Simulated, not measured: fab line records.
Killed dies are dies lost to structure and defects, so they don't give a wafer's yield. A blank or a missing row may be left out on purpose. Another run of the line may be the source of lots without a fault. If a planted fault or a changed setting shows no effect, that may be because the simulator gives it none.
fab line records | flow sky130
record: lots: 6 | wafers: 18 | lastDay: 50
route steps=708 shown METAL2@490 PAD_OPEN@708
lots untouched by any fault: they come from a run of this same line in which no faults occurred
startH: hours from the record's opening day to when the first of the lot's shown wafers began | waitH: hours since the lot's step before | " repeats the value in the row above | L1.1+2: one row covering several wafers at once | - no value present, or no start provided | * or withheld: withheld | < > ~ a bound
route shown NAME@n: NAME is a module with steps in the file, n the number in the route of the first one | usual: the fault-free wafers' mean and standard deviation | same: alike in all rows | chamber/n: place in a boat | sites: per-site readings | _std_site: their standard deviation | _edge_site: outer sites' mean less inner sites' | radiusMm: for every site, how far away it sits from the centre of the wafer | mask NAME#n: copy n | behind: the most recent tool/chamber to have shaped the wafer | hold: cause of the lot's hold/its duration in hours/its outcome | device: the transistor (n, p or np) that didn't switch | end of line: tests run on the same wafers once the route is complete | a step without rows: its recipe alone | killed: not the wafer's yield, but the dies lost to structure and defects at the first sort | map: dies across one wafer; x = killed, . = not, _ = none there
set.NAME: setting as actually run; set.NAME@STEP: the setting as run at that earlier step | model.NAME: the simulator's own value behind a step, which no gauge read
a table for each step, a row for each wafer; lots at some steps of the route
services: the hour from which a tool's chamber was out of use, counted from the record's first day as startH (under 0 if before that day), plus the number of hours and why
== steps ==
step: SKY_METAL2_DEHYDRATE_07
recipe: tempC: 200 | timeS: 60
step: SKY_METAL2_HMDS_08
recipe: primeTimeS: 60 | primeTempC: 120
step: SKY_METAL2_COAT_09
recipe: resist: BARC | tempC: withheld | timeS: withheld | spinRpm: 3000 | resistThkNm: 60
step: SKY_METAL2_COAT_10
recipe: resist: KrF-thick | spinRpm: 3000 | resistThkNm: 450
step: SKY_METAL2_SOFTBAKE_11
recipe: tempC: 100 | timeS: 90 | resist: KrF-thick
step: SKY_METAL2_EXPOSE_12
recipe: maskId: MM2 | na: 0.8 | sourceShape: annular | sigmaInner: 0.55 | sigmaOuter: 0.85 | targetCdNm: 140 | doseMj: 28
step: SKY_METAL2_PEB_13
recipe: pebTempC: withheld | pebTimeS: withheld | resist: KrF-thick
step: SKY_METAL2_DEVELOP_14
recipe: developTimeS: 60 | resist: KrF-thick | devTempC: 21
step: SKY_METAL2_CD_MEAS_15
recipe: targetCdNm: 140
usual: cdNm: 139.4/1.3
lot.wafer | tool     | chamber | startH | waitH | cdNm
L949.1    | cdSem-02 | -       | 850.29 | -     | 138.1
L949.4    | "        | -       | "      | "     | 138.6
L949.6    | "        | -       | "      | "     | 138.1
L957.2    | cdSem-02 | -       | 905.26 | -     | 139.3
L957.4    | "        | -       | "      | "     | 138.2
L957.6    | "        | -       | "      | "     | 139.9
L959.1    | cdSem-02 | -       | 922.99 | -     | 139.9
L959.2    | "        | -       | "      | "     | 139.9
L959.3    | "        | -       | "      | "     | 140.9
L960.2    | cdSem-01 | -       | 926.70 | -     | 139.5
L960.4    | "        | -       | "      | "     | 137.9
L960.5    | "        | -       | "      | "     | 136.6
L968.2    | cdSem-02 | -       | 992.91 | -     | 141.0
L968.3    | "        | -       | "      | "     | 142.0
L968.4    | "        | -       | "      | "     | 141.0
L969.1    | cdSem-01 | -       | 999.29 | -     | 141.4
L969.2    | "        | -       | "      | "     | 140.1
L969.6    | "        | -       | "      | "     | 140.4
step: SKY_METAL2_OVL_MEAS_16
usual: METAL2_OVL: 1/5.4
lot.wafer | tool       | chamber | startH | waitH | METAL2_OVL[nm]
L949.1    | overlay-01 | -       | 850.41 | 0.1   | -5
L949.4    | "          | -       | "      | "     | 7
L949.6    | "          | -       | "      | "     | 12
L957.2    | overlay-02 | -       | 905.37 | 0.1   | -2
L957.4    | "          | -       | "      | "     | -7
L957.6    | "          | -       | "      | "     | 4
L959.1    | overlay-02 | -       | 923.11 | 0.1   | 3
L959.2    | "          | -       | "      | "     | -7
L959.3    | "          | -       | "      | "     | -1
L960.2    | overlay-02 | -       | 926.81 | 0.1   | 7
L960.4    | "          | -       | "      | "     | 7
L960.5    | "          | -       | "      | "     | 1
L968.2    | overlay-02 | -       | 993.02 | 0.1   | -2
L968.3    | "          | -       | "      | "     | 2
L968.4    | "          | -       | "      | "     | 3
L969.1    | overlay-02 | -       | 999.41 | 0.1   | 2
L969.2    | "          | -       | "      | "     | 2
L969.6    | "          | -       | "      | "     | 5
step: SKY_METAL2_DESCUM_17
recipe: chemistry: O2 | sourcePowerW: 150 | biasPowerW: 0 | pressureMtorr: 10 | tempC: 40 | timeS: 8
usual: drypumpMotorCurrentA: 5.9/0.49 | oesProductAu: 1.000/0.011 | rfFwdPowerW: 146.8/0.62
lot.wafer | tool        | chamber | startH | waitH | drypumpMotorCurrentA | oesProductAu | rfFwdPowerW | rfHoursCounterH
L949.1    | rieMetal-04 | 1       | 850.45 | 0.0   | 5.6                  | 1.011        | 146.7       | 3
L949.4    | "           | 1       | "      | "     | 5.6                  | 1.011        | 146.7       | -
L949.6    | "           | 1       | "      | "     | 5.6                  | 0.993        | 146.7       | -
L957.2    | rieMetal-02 | 1       | 905.40 | 0.0   | 5.4                  | 1.004        | 146.9       | 14
L957.4    | "           | 1       | "      | "     | 5.5                  | 1.010        | 147.4       | -
L957.6    | "           | 0       | "      | "     | 5.8                  | 0.987        | 147.6       | -
L959.1    | rieMetal-04 | 1       | 923.15 | 0.0   | 5.6                  | 1.011        | 146.3       | 7
L959.2    | "           | 0       | "      | "     | 6.8                  | 0.982        | 146.7       | 4
L959.3    | "           | 0       | "      | "     | 6.8                  | 0.976        | 146.3       | -
L960.2    | rieMetal-04 | 0       | 926.84 | 0.0   | 6.8                  | 0.984        | 144.8       | 4
L960.4    | "           | 0       | "      | "     | 6.8                  | 0.983        | 145.8       | -
L960.5    | "           | 1       | "      | "     | 5.6                  | 0.999        | 146.5       | -
L968.2    | rieMetal-03 | 1       | 993.05 | 0.0   | 5.5                  | 0.989        | 147.2       | 12
L968.3    | "           | 1       | "      | "     | 5.4                  | 0.994        | 147.0       | -
L968.4    | "           | 0       | "      | "     | 5.6                  | 1.004        | 146.4       | -
L969.1    | rieMetal-04 | 1       | 999.49 | 0.1   | 5.6                  | 1.000        | 146.2       | 11
L969.2    | "           | 0       | "      | "     | 6.8                  | 1.003        | 146.6       | 7
L969.6    | "           | 1       | "      | "     | 5.6                  | 1.006        | 145.6       | -
step: SKY_METAL2_ETCH_18
recipe: chemistry: N2/H2 | target: BARC | ionEnergyEv: 200 | biasW: 100 | pressureMtorr: 30 | n2FlowSccm: 100 | h2FlowSccm: 200 | icpW: 500 | stopOn: SiO2 | timeS: 45.9 | targetDepthA: 600
usual: biasW: 100.02/0.3 | drypumpMotorCurrentA: 5.9/0.49 | oesProductAu: 0.855/0.0046 | rfFwdPowerW: 494.1/2.4 | throttleValvePct: 13.225/0.0091
lot.wafer | tool        | chamber | startH | waitH | biasW  | drypumpMotorCurrentA | oesProductAu | rfFwdPowerW | rfHoursCounterH | throttleValvePct
L949.1    | rieMetal-04 | 1       | 850.51 | 0.1   | 99.80  | 5.6                  | 0.856        | 492.1       | 3               | 13.221
L949.4    | "           | 1       | "      | "     | 99.78  | 5.6                  | 0.855        | 494.8       | -               | 13.227
L949.6    | "           | 1       | "      | "     | 99.82  | 5.6                  | 0.852        | 494.9       | -               | 13.213
L957.2    | rieMetal-02 | 1       | 905.43 | 0.0   | 100.10 | 5.5                  | 0.850        | 496.6       | 14              | 13.221
L957.4    | "           | 1       | "      | "     | 100.34 | 5.5                  | 0.850        | 498.0       | -               | 13.211
L957.6    | "           | 0       | "      | "     | 99.95  | 5.8                  | 0.861        | 494.4       | -               | 13.236
L959.1    | rieMetal-04 | 1       | 923.18 | 0.0   | 100.06 | 5.6                  | 0.852        | 494.2       | 7               | 13.237
L959.2    | "           | 0       | "      | "     | 100.50 | 6.8                  | 0.854        | 492.9       | 4               | 13.227
L959.3    | "           | 0       | "      | "     | 100.15 | 6.8                  | 0.852        | 491.1       | -               | 13.225
L960.2    | rieMetal-04 | 0       | 926.87 | 0.0   | 100.09 | 6.8                  | 0.857        | 490.0       | 4               | 13.240
L960.4    | "           | 0       | "      | "     | 100.23 | 6.8                  | 0.854        | 487.9       | -               | 13.216
L960.5    | "           | 1       | "      | "     | 100.36 | 5.6                  | 0.867        | 492.6       | -               | 13.218
L968.2    | rieMetal-03 | 1       | 993.08 | 0.0   | 100.09 | 5.5                  | 0.854        | 492.5       | 12              | 13.224
L968.3    | "           | 1       | "      | "     | 99.52  | 5.4                  | 0.851        | 494.0       | -               | 13.220
L968.4    | "           | 0       | "      | "     | 99.78  | 5.6                  | 0.858        | 493.7       | -               | 13.216
L969.1    | rieMetal-04 | 1       | 999.52 | 0.0   | 100.11 | 5.6                  | 0.853        | 495.7       | 11              | 13.235
L969.2    | "           | 0       | "      | "     | 99.92  | 6.8                  | 0.852        | 488.2       | 7               | 13.227
L969.6    | "           | 1       | "      | "     | 100.51 | 5.6                  | 0.855        | 494.8       | -               | 13.229
step: SKY_METAL2_METAL_ETCH_19
recipe: targetDepthA: 3600 | stopOn: SiO2 | overEtchFrac: 0.3 | timeS: 78 | chemistry: Cl2/BCl3 | resistSidewallDeg: 88 | pressureMtorr: 10 | icpW: 900 | biasW: 48.5 | Cl2_flow_sccm: 60 | bcl3FlowSccm: 30
usual: biasW: 48.51/0.16 | drypumpMotorCurrentA: 5.9/0.49 | oesProductAu: 0.854/0.0069 | rfFwdPowerW: 893/3 | throttleValvePct: 22.264/0.0087
lot.wafer | tool        | chamber | startH | waitH | biasW | drypumpMotorCurrentA | oesProductAu | rfFwdPowerW | rfHoursCounterH | throttleValvePct | model.KrF-thick_of_METAL2_COAT_10.thkNm | model.SiO2_of_VIA1_HDPCVD_00.thkNm
L949.1    | rieMetal-04 | 1       | 850.64 | 0.1   | 48.51 | 5.6                  | 0.876        | 890         | 3               | 22.267           | 152.8                                   | 330
L949.4    | "           | 1       | "      | "     | 48.55 | 5.6                  | 0.855        | 893         | -               | 22.276           | 155.6                                   | 332.5
L949.6    | "           | 1       | "      | "     | 48.60 | 5.6                  | 0.854        | 891         | -               | 22.275           | 155.1                                   | 330.6
L957.2    | rieMetal-02 | 1       | 905.49 | 0.0   | 48.64 | 5.5                  | 0.862        | 892         | 15              | 22.255           | 154.3                                   | 329.6
L957.4    | "           | 1       | "      | "     | 48.58 | 5.5                  | 0.862        | 898         | -               | 22.280           | 155.7                                   | 330.1
L957.6    | "           | 0       | "      | "     | 48.44 | 5.8                  | 0.854        | 895         | -               | 22.259           | 165.9                                   | 328.6
L959.1    | rieMetal-04 | 1       | 923.24 | 0.0   | 60.36 | 5.6                  | 0.855        | 890         | 7               | 22.272           | 133.1                                   | 328.6
L959.2    | "           | 0       | "      | "     | 48.38 | 6.8                  | 0.849        | 889         | 4               | 22.252           | 163.9                                   | 330.4
L959.3    | "           | 0       | "      | "     | 48.68 | 6.8                  | 0.858        | 893         | -               | 22.252           | 165.4                                   | 331.6
L960.2    | rieMetal-04 | 0       | 926.93 | 0.0   | 48.34 | 6.8                  | 0.844        | 891         | 4               | 22.271           | 164.1                                   | 331.6
L960.4    | "           | 0       | "      | "     | 48.45 | 6.8                  | 0.853        | 892         | -               | 22.269           | 165.3                                   | 331.3
L960.5    | "           | 1       | "      | "     | 60.62 | 5.6                  | 0.836        | 892         | -               | 22.263           | 133.9                                   | 329
L968.2    | rieMetal-03 | 1       | 993.14 | 0.0   | 48.71 | 5.4                  | 0.855        | 894         | 12              | 22.256           | 165.4                                   | 330.4
L968.3    | "           | 1       | "      | "     | 48.42 | 5.5                  | 0.856        | 893         | -               | 22.280           | 164.1                                   | 329.7
L968.4    | "           | 0       | "      | "     | 48.23 | 5.7                  | 0.859        | 897         | -               | 22.270           | 158.7                                   | 330.1
L969.1    | rieMetal-04 | 1       | 999.58 | 0.0   | 48.46 | 5.6                  | 0.860        | 893         | 11              | 22.268           | 154.4                                   | 330.7
L969.2    | "           | 0       | "      | "     | 48.61 | 6.7                  | 0.862        | 892         | 7               | 22.265           | 159.2                                   | 330.1
L969.6    | "           | 1       | "      | "     | 48.62 | 5.6                  | 0.853        | 893         | -               | 22.273           | 152.8                                   | 329.6
step: SKY_METAL2_STRIP_20
recipe: chemistry: O2/N2 | powerW: 1400 | pressureMtorr: 1500 | platenTempC: withheld | o2FlowSccm: 3000 | n2FlowSccm: 300 | overashFraction: 0.5
usual: drypumpMotorCurrentA: 5.92/0.27 | oesProductAu: 0.343/0.0057 | stripTimeToEndpointS: 2.71/0.049
lot.wafer | tool           | chamber | startH | waitH | drypumpMotorCurrentA | oesProductAu | rfHoursCounterH | stripTimeToEndpointS
L949.1    | plasmaAsher-03 | 1       | 850.82 | 0.1   | 6.19                 | 0.347        | 71              | 2.62
L949.4    | "              | 0       | "      | "     | 5.72                 | 0.338        | -               | 2.66
L949.6    | "              | 0       | "      | "     | 5.72                 | 0.340        | -               | 2.64
L957.2    | plasmaAsher-01 | 1       | 905.58 | 0.1   | 5.47                 | 0.339        | 15              | 2.64
L957.4    | "              | 1       | "      | "     | 5.48                 | 0.345        | -               | 2.65
L957.6    | "              | 0       | "      | "     | 5.81                 | 0.345        | -               | 2.77
L959.1    | plasmaAsher-04 | 0       | 923.33 | 0.1   | 6.25                 | 0.332        | 49              | 2.40
L959.2    | "              | 1       | "      | "     | 6.10                 | 0.348        | 49              | 2.75
L959.3    | "              | 0       | "      | "     | 6.23                 | 0.349        | -               | 2.77
L960.2    | plasmaAsher-01 | 0       | 927.02 | 0.1   | 5.82                 | 0.340        | 17              | 2.75
L960.4    | "              | 1       | "      | "     | 5.46                 | 0.348        | -               | 2.77
L960.5    | "              | 0       | "      | "     | 5.85                 | 0.331        | -               | 2.43
L968.2    | plasmaAsher-03 | 0       | 993.23 | 0.1   | 5.72                 | 0.339        | 86              | 2.78
L968.3    | "              | 0       | "      | "     | 5.71                 | 0.347        | -               | 2.77
L968.4    | "              | 1       | "      | "     | 6.20                 | 0.350        | -               | 2.68
L969.1    | plasmaAsher-03 | 0       | 999.67 | 0.1   | 5.71                 | 0.336        | 86              | 2.64
L969.2    | "              | 1       | "      | "     | 6.19                 | 0.345        | 86              | 2.71
L969.6    | "              | 0       | "      | "     | 5.71                 | 0.336        | -               | 2.62
step: SKY_METAL2_STRIP_21
recipe: chemistry: postEtchResidueRemover | timeS: 1200 | tempC: 72.5
step: SKY_PAD_OPEN_PROBE_99
usual: defectLimitedYield: 82.5/2 | killed_at_M0_to_M3: 43/6.8 | killed_at_M4_up: 3.3/2.1 | killedAtContacts: 24/5 | killedAtFrontEnd: 15/4.4 | killedAtOther: 0.3/0.57 | killedDies: 86/9.7 | killedOnRim: 17/3.6 | killedOpen: 47/7.3 | killedShort: 39/6.1 | sort_bin_3_pad_short: 0.8/0.38 | sort_bin_5_function: 10.5/1.5 | sort_bin_6_memory: 6.2/1.1 | sortNPass: 406/9.7 | sortYieldPct: 82.5/2
same: grossDies: 492 | killedAtBackSide: 0 | sort_bin_4_leakage[%]: 0 | sort_bin_8_speed[%]: 0
lot.wafer | tool      | chamber | startH  | waitH | defectLimitedYield[%] | killed_at_M0_to_M3 | killed_at_M4_up | killedAtContacts | killedAtFrontEnd | killedAtOther | killedDies | killedOnRim | killedOpen | killedShort | sort_bin_3_pad_short[%] | sort_bin_5_function[%] | sort_bin_6_memory[%] | sortNPass | sortYieldPct[%]
L949.1    | prober-01 | -       | 1103.21 | 0.1   | 79.1                  | 39                 | 10              | 28               | 24               | 2             | 103        | 23          | 52         | 47          | 0.6                     | 13.0                   | 7.3                  | 389       | 79.1
L949.4    | prober-01 | -       | 1103.36 | 0.2   | 80.7                  | 53                 | 7               | 22               | 12               | 1             | 95         | 17          | 49         | 45          | 1.2                     | 10.8                   | 7.3                  | 397       | 80.7
L957.2    | prober-01 | -       | 1143.43 | 0.1   | 83.1                  | 45                 | 7               | 23               | 8                | 0             | 83         | 13          | 39         | 42          | 1.6                     | 10.6                   | 4.7                  | 409       | 83.1
L957.4    | prober-01 | -       | 1143.53 | 0.2   | 82.9                  | 48                 | 6               | 22               | 8                | 0             | 84         | 14          | 40         | 44          | 0.8                     | 11.2                   | 5.1                  | 408       | 82.9
L957.6    | prober-01 | -       | 1143.63 | 0.2   | 81.9                  | 46                 | 6               | 23               | 14               | 0             | 89         | 17          | 46         | 43          | 0.4                     | 11.2                   | 6.5                  | 403       | 81.9
L959.1    | prober-01 | -       | 1154.75 | 0.1   | 81.9                  | 44                 | 2               | 30               | 13               | 0             | 89         | 18          | 48         | 41          | 0.6                     | 10.0                   | 7.5                  | 403       | 81.9
L959.2    | prober-01 | -       | 1154.80 | 0.1   | 87.4                  | 29                 | 4               | 12               | 16               | 1             | 62         | 7           | 33         | 29          | 0.4                     | 8.5                    | 3.7                  | 430       | 87.4
L959.3    | prober-01 | -       | 1154.85 | 0.2   | 81.1                  | 44                 | 6               | 29               | 14               | 0             | 93         | 13          | 47         | 45          | 0.8                     | 12.2                   | 5.9                  | 399       | 81.1
L960.2    | prober-02 | -       | 1157.37 | 0.1   | 80.1                  | 46                 | 3               | 29               | 20               | 0             | 98         | 14          | 51         | 45          | 0.8                     | 11.6                   | 7.5                  | 394       | 80.1
L960.4    | prober-02 | -       | 1157.47 | 0.2   | 81.1                  | 38                 | 5               | 34               | 16               | 0             | 93         | 15          | 55         | 37          | 0.6                     | 12.0                   | 6.3                  | 399       | 81.1
L960.5    | prober-02 | -       | 1157.52 | 0.2   | 83.3                  | 39                 | 1               | 29               | 13               | 0             | 82         | 12          | 46         | 36          | 0.4                     | 10.8                   | 5.5                  | 410       | 83.3
L968.2    | prober-02 | -       | 1204.08 | 0.1   | 81.1                  | 47                 | 3               | 26               | 17               | 0             | 93         | 17          | 46         | 47          | 1.4                     | 12.0                   | 5.5                  | 399       | 81.1
L968.3    | prober-02 | -       | 1204.13 | 0.2   | 83.7                  | 43                 | 0               | 27               | 10               | 0             | 80         | 16          | 36         | 44          | 0.4                     | 10.8                   | 5.1                  | 412       | 83.7
L968.4    | prober-02 | -       | 1204.18 | 0.2   | 81.5                  | 40                 | 1               | 31               | 19               | 0             | 91         | 22          | 50         | 41          | 0.4                     | 11.8                   | 6.3                  | 401       | 81.5
L969.1    | prober-01 | -       | 1206.46 | 0.1   | 82.7                  | 42                 | 2               | 19               | 22               | 0             | 85         | 15          | 41         | 43          | 0.6                     | 10.8                   | 5.9                  | 407       | 82.7
L969.2    | prober-01 | -       | 1206.51 | 0.1   | 81.3                  | 43                 | 1               | 31               | 17               | 0             | 92         | 17          | 47         | 43          | 0.2                     | 12.2                   | 6.3                  | 400       | 81.3
L969.6    | prober-01 | -       | 1206.71 | 0.2   | 82.5                  | 38                 | 0               | 26               | 21               | 1             | 86         | 14          | 47         | 38          | 1.2                     | 11.2                   | 5.1                  | 406       | 82.5
killed by level:class
L949.1 LI_CONTACT:geometricParticle:open=9 CONTACT:geometricParticle:open=8 METAL4:geometricParticle:short=8 POLY_GATE:geometricParticle:open=6 METAL2:geometricParticle:short=6 VIA3:geometricParticle:open=6 CONTACT:geometricParticle:short=6 METAL1:geometricParticle:short=5
L949.4 VIA1:geometricParticle:open=10 VIA3:geometricParticle:open=9 VIA2:geometricParticle:open=8 CONTACT:geometricParticle:open=8 LI_CONTACT:geometricParticle:open=7 VIA2:geometricParticle:short=7 METAL4:geometricParticle:short=6 VIA1:geometricParticle:short=5
L957.2 LI_CONTACT:geometricParticle:open=9 CONTACT:geometricParticle:short=9 VIA1:geometricParticle:open=8 METAL2:geometricParticle:short=7 VIA1:geometricParticle:short=6 VIA3:geometricParticle:open=6 VIA2:geometricParticle:open=5 METAL1:geometricParticle:short=4
L957.4 CONTACT:geometricParticle:open=9 VIA1:geometricParticle:open=8 VIA2:geometricParticle:open=8 VIA1:geometricParticle:short=7 METAL2:geometricParticle:short=6 LI_CONTACT:geometricParticle:open=5 METAL4:geometricParticle:short=5 CONTACT:geometricParticle:short=4
L957.6 VIA1:geometricParticle:open=9 LI_CONTACT:geometricParticle:open=7 CONTACT:geometricParticle:open=7 FIELD_ISO:geometricParticle:open=6 METAL4:geometricParticle:short=6 VIA1:geometricParticle:short=5 METAL2:geometricParticle:short=5 METAL3:geometricParticle:short=5
L959.1 CONTACT:geometricParticle:open=9 VIA2:geometricParticle:open=8 VIA3:geometricParticle:open=7 VIA1:geometricParticle:open=6 LI_CONTACT:geometricParticle:open=6 LOCAL_INTERCONNECT:geometricParticle:short=6 CONTACT:geometricParticle:short=6 METAL1:geometricParticle:short=5
L959.2 VIA1:geometricParticle:open=8 CONTACT:geometricParticle:open=6 FIELD_ISO:geometricParticle:short=5 VIA2:geometricParticle:open=4 METAL2:geometricParticle:short=4 SPACER:geometricParticle:short=3 LI_CONTACT:geometricParticle:open=3 METAL4:geometricParticle:open=3
L959.3 VIA2:geometricParticle:open=12 CONTACT:geometricParticle:open=9 POLY_GATE:geometricParticle:short=8 CONTACT:geometricParticle:short=7 VIA1:geometricParticle:open=6 LI_CONTACT:geometricParticle:open=5 VIA1:geometricParticle:short=5 METAL2:geometricParticle:short=5
L960.2 CONTACT:geometricParticle:open=11 VIA1:geometricParticle:short=10 VIA1:geometricParticle:open=8 LI_CONTACT:geometricParticle:open=8 VIA2:geometricParticle:open=7 FIELD_ISO:geometricParticle:open=6 CONTACT:geometricParticle:short=5 FIELD_ISO:geometricParticle:short=4
L960.4 LI_CONTACT:geometricParticle:open=11 VIA1:geometricParticle:open=11 CONTACT:geometricParticle:open=10 VIA1:geometricParticle:short=6 VIA3:geometricParticle:open=6 POLY_GATE:geometricParticle:open=5 METAL2:geometricParticle:short=5 VIA2:geometricParticle:open=5
L960.5 VIA1:geometricParticle:open=12 CONTACT:geometricParticle:short=8 LI_CONTACT:geometricParticle:open=6 CONTACT:geometricParticle:open=6 VIA1:geometricParticle:short=6 FIELD_ISO:geometricParticle:short=4 LOCAL_INTERCONNECT:geometricParticle:open=4 VIA2:geometricParticle:open=4
L968.2 CONTACT:geometricParticle:open=8 LI_CONTACT:geometricParticle:open=7 CONTACT:geometricParticle:short=7 VIA1:geometricParticle:open=7 VIA2:geometricParticle:open=7 VIA3:geometricParticle:open=7 POLY_GATE:geometricParticle:short=5 VIA3:geometricParticle:short=5
L968.3 VIA1:geometricParticle:short=9 CONTACT:geometricParticle:short=7 CONTACT:geometricParticle:open=7 LOCAL_INTERCONNECT:geometricParticle:short=6 VIA1:geometricParticle:open=6 VIA2:geometricParticle:open=6 FIELD_ISO:geometricParticle:open=5 LI_CONTACT:geometricParticle:open=5
L968.4 LI_CONTACT:geometricParticle:open=14 VIA2:geometricParticle:short=9 VIA1:geometricParticle:open=8 FIELD_ISO:geometricParticle:open=7 CONTACT:geometricParticle:open=6 CONTACT:geometricParticle:short=5 VIA3:geometricParticle:open=5 METAL2:geometricParticle:short=4
L969.1 VIA3:geometricParticle:open=9 CONTACT:geometricParticle:open=9 METAL1:geometricParticle:short=9 FIELD_ISO:geometricParticle:short=8 VIA1:geometricParticle:open=6 VIA2:geometricParticle:open=6 POLY_GATE:geometricParticle:short=5 POLY_GATE:geometricParticle:open=5
L969.2 CONTACT:geometricParticle:open=13 CONTACT:geometricParticle:short=9 VIA1:geometricParticle:open=8 FIELD_ISO:geometricParticle:short=7 VIA3:geometricParticle:short=6 LI_CONTACT:geometricParticle:open=6 VIA2:geometricParticle:open=6 METAL1:geometricParticle:short=5
L969.6 LI_CONTACT:geometricParticle:open=9 VIA1:geometricParticle:open=9 CONTACT:geometricParticle:open=7 VIA2:geometricParticle:short=6 VIA3:geometricParticle:open=5 METAL1:geometricParticle:short=5 POLY_GATE:geometricParticle:open=4 LOCAL_INTERCONNECT:geometricParticle:short=4
== services ==
tool           | chamber | startH | hours | kind
rieMetal-04    | 0       | 833.11 | 7.9   | repair
rieMetal-03    | -       | 848.11 | 0.2   | repair
rieMetal-04    | 0       | 848.79 | 24.9  | repair
rieMetal-02    | 0       | 849.45 | -     | clean
rieMetal-02    | 0       | 849.45 | 15.2  | scheduledDown
rieMetal-02    | 0       | 849.45 | 15.2  | ventCycle
rieMetal-04    | -       | 857.75 | 1.4   | pm
plasmaAsher-04 | -       | 884.83 | 2.8   | pm
rieMetal-04    | -       | 951.85 | 13.3  | repair
plasmaAsher-01 | -       | 952.92 | 3.6   | repair
plasmaAsher-01 | -       | 955.31 | 19.0  | repair
plasmaAsher-03 | -       | 960.26 | 0.6   | repair
plasmaAsher-01 | -       | 961.11 | 3.3   | repair
plasmaAsher-03 | -       | 988.68 | 2.8   | pm
== key ==
firstSign: step: SKY_METAL2_METAL_ETCH_19 | reading: biasW | direction: up | sigmas: 77 | usual: 48.51 | struck: 60.49
effect: step: SKY_METAL2_STRIP_20 | reading: stripTimeToEndpointS | direction: down | sigmas: 5.9 | usual: * | struck: *
modelEffect: step: SKY_METAL2_METAL_ETCH_19 | value: KrF-thick_of_METAL2_COAT_10.thkNm | without: 157.1 | struck: 133.5
metAt SKY_METAL2_METAL_ETCH_19
struckWafers L959.1,L960.5
onsetBetween 850.64 923.24
fault: kind: processParameterDrift | tool: rieMetal-04 | chamber: 1 | onsetH: 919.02 | steps: SKY_METAL2_METAL_ETCH_19 | channel: biasW | offset: 11.957 | shape: step | endH: 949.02 | actsIn: theseRecipesOnly | stated: 48.5
